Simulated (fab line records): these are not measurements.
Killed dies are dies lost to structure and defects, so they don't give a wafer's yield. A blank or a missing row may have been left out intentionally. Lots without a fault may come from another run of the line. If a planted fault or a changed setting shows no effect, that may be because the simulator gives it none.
Comparing a struck lot with a sound one || flow sky130 || 15 out of 708 route steps
Sound: the wafers L655.2, L655.4, L655.6. Struck: wafers L675.1, L675.4. At the end, the cause is stated.
Per side, at each step with rows, come the tool, then ch with its chambers, and then its first start. Under that, the readings that differ: sound wafers || struck wafers || difference of the means || sigmas: that difference in standard deviations of wafers without a fault.
alike: same words and numbers on both sides, and readings whose means sit less than 2 such deviations apart. not compared: any withheld reading, any reading some wafer has no value for, any bound like >300 that may hide the same value, and any number with overlapping values for which the record gives no deviation.
Wherever a step has rows on one side only, a row that says differs or no value, or a row with sigmas, the two part there. Numbers that don't overlap but have no deviation are shown without sigmas and don't part them. A reading that every wafer of one side lacks parts them only if that side has two wafers or more.

first, 8 steps without rows for these wafers: SKY_VIA3_DEHYDRATE_04 (time 60 s); SKY_VIA3_HMDS_05 (prime time 60 s); SKY_VIA3_COAT_06 (resist thk 60 nm); SKY_VIA3_COAT_07 (resist thk 450 nm); SKY_VIA3_SOFTBAKE_08 (time 90 s); SKY_VIA3_EXPOSE_09 (exposes mask VIM3, target cd 200 nm); SKY_VIA3_PEB_10; SKY_VIA3_DEVELOP_11 (develop time 60 s).
SKY_VIA3_CD_MEAS_12 targets a cd of 200 nm.
  struck on cd_sem-02, day 45 12:30; sound on cd_sem-02, day 40 15:05
  alike: cd_nm
SKY_VIA3_OVL_MEAS_13:
  struck on overlay-02, day 45 12:37; sound on overlay-01, day 40 15:11
{"reading": "VIA3_OVL (nm)", "sound": "-1 -1 0", "struck": "12 10", "difference": "+12", "sigmas": "+2"}
SKY_VIA3_ETCH_14: etches BARC in N2/H2, stops on SiO2, time 45.9 s, target depth 60 nm.
  sound on rie_diel-04 ch 1,2, day 40 15:13; struck on rie_diel-02 ch 0,3, day 45 12:39
{"reading": "h2_flow_sccm (sccm)", "sound": "199.4 198.5 199.4", "struck": "200.1 200.9", "difference": "+1.4", "sigmas": "+2"}
  alike: drypump_motor_current_A, oes_product_au, throttle_valve_pct
  not compared: rf_hours_counter_h
SKY_VIA3_ETCH_15: etches SiO2 in C4F8/O2/Ar, stops on TiN, target depth 507 nm, time 78 s.
  sound on rie_diel-04 ch 1,2, day 40 15:16; struck on rie_diel-02 ch 0,3, day 45 12:41
  alike: oes_product_au
  not compared: rf_hours_counter_h
SKY_VIA3_STRIP_16: strips in O2/N2.
  sound on plasma_asher-04 ch 0, day 40 15:19; struck on plasma_asher-01 ch 1, day 45 12:45
{"reading": "chamber_pressure_mTorr (mTorr)", "sound": "1496.9 1499.6 1500.7", "struck": "1801.5 1799.9", "difference": "+301.6", "sigmas": "+99 or more"}
{"reading": "strip_time_to_endpoint_s (s)", "sound": "4.10 4.10 4.09", "struck": "4.00 3.99", "difference": -0.10, "sigmas": -3}
  alike: drypump_motor_current_A, oes_product_au
  not compared: rf_hours_counter_h
then, 1 step without rows for these wafers: SKY_VIA3_STRIP_17 (strips in post etch residue remover, time 1200 s).
-- the record jumps here: 5 days lie between the struck wafers' starts before and after (it left off in module VIA3 and takes up again in module PAD_OPEN, whose first step shown is number 708 of the route) --
SKY_PAD_OPEN_PROBE_99:
  struck on prober-02, day 50 13:28; sound on prober-01, day 46 15:44
{"reading": "model.etest.pfet_g5v0d10v5.off_log10_a_um", "sound": "-12.32 -12.29 -12.26", "struck": "-12.61 -12.59", "difference": -0.31, "sigmas": ""}
{"reading": "model.etest.pfet_g5v0d10v5.vt_sat_v (V)", "sound": "-0.6052 -0.6128 -0.6178", "struck": "-0.6366 -0.6377", "difference": -0.0252, "sigmas": ""}
{"reading": "model.etest.pfet_16v.vt_v (V)", "sound": "-1.067 -1.07 -1.061", "struck": "-1.105 -1.113", "difference": -0.043, "sigmas": ""}
{"reading": "model.etest.pfet_g5v0d10v5.vt_v (V)", "sound": "-0.8138 -0.8219 -0.8264", "struck": "-0.8345 -0.8347", "difference": -0.0139, "sigmas": ""}
{"reading": "model.etest.pfet_g5v0d10v5.vt_long_v (V)", "sound": "-0.9026 -0.9091 -0.9035", "struck": "-0.9361 -0.9416", "difference": -0.0338, "sigmas": ""}
{"reading": "model.etest.pfet_01v8_lvt.vt_sat_v (V)", "sound": "-0.4224 -0.4328 -0.4166", "struck": "-0.4447 -0.4511", "difference": -0.0240, "sigmas": ""}
{"reading": "model.etest.pfet_01v8_lvt.vt_v (V)", "sound": "-0.5187 -0.5292 -0.5149", "struck": "-0.5375 -0.5414", "difference": -0.0185, "sigmas": ""}
{"reading": "model.etest.pfet_01v8_lvt.vt_long_v (V)", "sound": "-0.6415 -0.6486 -0.6379", "struck": "-0.6545 -0.6565", "difference": -0.0128, "sigmas": ""}
  alike: killed_at_M0_to_M3, killed_at_M4_up, killed_at_contacts, killed_at_front_end, killed_at_other, killed_dies, killed_open, killed_short

## WHERE THEY PART
First at SKY_VIA3_OVL_MEAS_13; last, within this record, at SKY_VIA3_STRIP_16. Later steps at which nothing parts them and some readings are alike: SKY_PAD_OPEN_PROBE_99.

WHY: whatever the simulator had introduced
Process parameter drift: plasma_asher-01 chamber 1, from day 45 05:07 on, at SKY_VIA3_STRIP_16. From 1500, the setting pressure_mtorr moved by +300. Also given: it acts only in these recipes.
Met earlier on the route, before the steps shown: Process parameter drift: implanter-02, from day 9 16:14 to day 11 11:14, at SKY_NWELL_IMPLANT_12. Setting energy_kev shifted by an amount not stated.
